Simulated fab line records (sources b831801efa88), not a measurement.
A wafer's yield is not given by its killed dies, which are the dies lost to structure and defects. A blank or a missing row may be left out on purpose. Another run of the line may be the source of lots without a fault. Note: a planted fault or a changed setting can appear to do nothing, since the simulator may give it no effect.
8D (eight disciplines) problem report, filled in by code ; flow gf180mcu ; the parts of the form that need people (team, actions taken, sign-off) are left out

== 1. PROBLEM STATEMENT ==
Wafers free of any fault read 849 nm (standard deviation 12) for V3_CVD_02_THK at GF_V3_THK_MEAS_03, against a mean of 937 nm on 6 wafers of 2 lots. That puts it +7.3 standard deviations away from the usual mean.
Seen first at day 23 23:18 on film metro-01, wafer L639.1. The record has a number at this step for 36 wafers belonging to 12 lots. The rule behind "out" and "out of limits": a value lying over 4 standard deviations away from the usual mean. Any other wafer with a number is counted as sound.

== 2. WHAT IT IS, WHAT IT ISN'T ==
question;is;is not
which readings at this step;V3_CVD_02_THK;-
which lots;L639, L641;L633, L634, L637, L643, L647, L649, L650, L651, L654, L655
which wafers of those lots;all that have a number;-
read on which gauges;film metro-01;film metro-02, film metro-04
when;from day 23 23:18;"up to then (9 sound wafers); but 21 sound wafers of L643, L647, L649, L650, L651, L654, L655 came after"

== 3. WHAT RULES OUT EACH SUSPECT ==
Counting: a tool at a process step up to the reading stays a suspect if it ran every lot that is out and no sound lot after the first of them.
- the gauge at GF_V3_THK_MEAS_03 is ruled out. All the wafers that are out were read on film metro-01, but those of them that GF_V3_CMP_04 has rows for are out there too, on other tools.
- pecvd-02 at GF_V3_CVD_02 (deposits SiO2 from TEOS, target thk 850 nm, time 94.851 s): kept. Every lot that is out went through it, starting with L639 (day 23 23:14), and after that it ran no sound lot; the last sound lot it ran before then is L637 (day 23 07:08).
After counting, what remains is pecvd-02 at GF_V3_CVD_02.

== 4. THE CAUSE (what the simulator had put in) ==
Process parameter drift: pecvd-02, from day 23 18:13 on, at GF_V3_CVD_02. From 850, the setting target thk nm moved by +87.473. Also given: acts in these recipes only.
Only this tool survived the counting.

== 5. THE EFFECT CHAIN, in route order ==
Each row: a reading where the mean over the struck wafers with a number is more than 3 standard deviations away from the usual. Scope: only readings with a usual standard deviation given in the record; hours: median across lots of the time from each lot's start at the first step in this table that gives one to its start at this step; sigmas: change in usual standard deviations.
hours;step;reading;usual;on struck wafers;change;sigmas
0;GF_V3_THK_MEAS_03;V3_CVD_02_THK;849 nm;937;+88;+7.3
0;GF_V3_CMP_04;time to endpoint s;80 s;113;+33;+6.9
Here are the process steps it includes:
- GF_V3_CMP_04: polishes SiO2.

== 6. WHAT WOULD HAVE CAUGHT IT SOONER ==
5 hours passed between the start of the fault at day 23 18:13 and the first reading out of limits at a measuring or inspecting step in this record, taken at day 23 23:18.
Of the tool readings at GF_V3_CVD_02 for which the record gives a usual standard deviation, none was out on any struck wafer, so an alarm limit of 4 standard deviations on them would not have fired.
Among the 2 lots that are out, L641 began GF_V3_CVD_02 on pecvd-02 after day 23 23:18. A hold on the tool at that time would have spared it.
